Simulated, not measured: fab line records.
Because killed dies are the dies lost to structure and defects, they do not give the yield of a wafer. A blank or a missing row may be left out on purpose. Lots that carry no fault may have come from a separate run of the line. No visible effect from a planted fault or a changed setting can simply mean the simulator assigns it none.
Which tool did it? | flow gf180mcu | Sampling: 6 lots, 18 wafers, 2 of 602 route steps

## WHAT EACH GAUGE READ, for each wafer
GF_PSD_RS_MEAS_14: measurement is done with a four-point probe.
lot  | measured     | on           | NSD_RS (ohm/sq)
L104 | day 15 02:17 | filmMetro-03 | 45.82 45.88 45.78
L107 | day 15 22:26 | filmMetro-03 | 45.79 45.78 45.82
L109 | day 16 12:23 | filmMetro-01 | 45.81 45.93 45.91
L117 | day 19 13:47 | filmMetro-03 | 42.58 42.47 42.58
L121 | day 21 01:50 | filmMetro-02 | 45.89 45.97 45.96
L123 | day 21 18:50 | filmMetro-01 | 45.92 45.99 46.00

## WHAT TOOL EACH LOT RAN ON (gives the tool, then ch and the chambers of the sampled wafers, and finally the start)
lot  | GF_PSD_RTA_13
L104 | rtpAnneal-01 ch 0, day 15 02:13
L107 | rtpAnneal-01 ch 0, day 15 22:20
L109 | rtpAnneal-02 ch 0, day 16 12:18
L117 | rtpAnneal-02 ch 0, day 19 13:43
L121 | rtpAnneal-01 ch 0, day 21 01:44
L123 | rtpAnneal-01 ch 0, day 21 18:44
- GF_PSD_RTA_13: time 20 s.

## THE ANSWER, worked out from the rows above alone
Rule: the usual values come from the lots themselves. The widest of any qualifying gaps counts: lots, ordered by their means at a reading, are off when they make up no more than a third of the lots, leave a main group of 4 or more, and stand apart from it by 3 or more times the standard deviation of that group's means. A main group whose means are all the same, to the digits that the tables above print for the reading, isn't used. Also off: a lot with no number at a reading for which 4 or more lots have one. Where the step has rows for the other lots, those lots are counted as sound.
Off: L117, at GF_PSD_RS_MEAS_14 (NSD_RS). The main group has a mean of 45.88 ohm/sq with a standard deviation of 0.065.
If a tool, at a process step before that reading, ran all the lots that are off and no sound lot after the first of them, it fits. Those tools and the gauges at GF_PSD_RS_MEAS_14 are tried in the same way. This does not decide it: 2 tools fit, namely rtpAnneal-02 at GF_PSD_RTA_13 and filmMetro-03 at GF_PSD_RS_MEAS_14.

## WHAT THE SIMULATOR HAD INSERTED
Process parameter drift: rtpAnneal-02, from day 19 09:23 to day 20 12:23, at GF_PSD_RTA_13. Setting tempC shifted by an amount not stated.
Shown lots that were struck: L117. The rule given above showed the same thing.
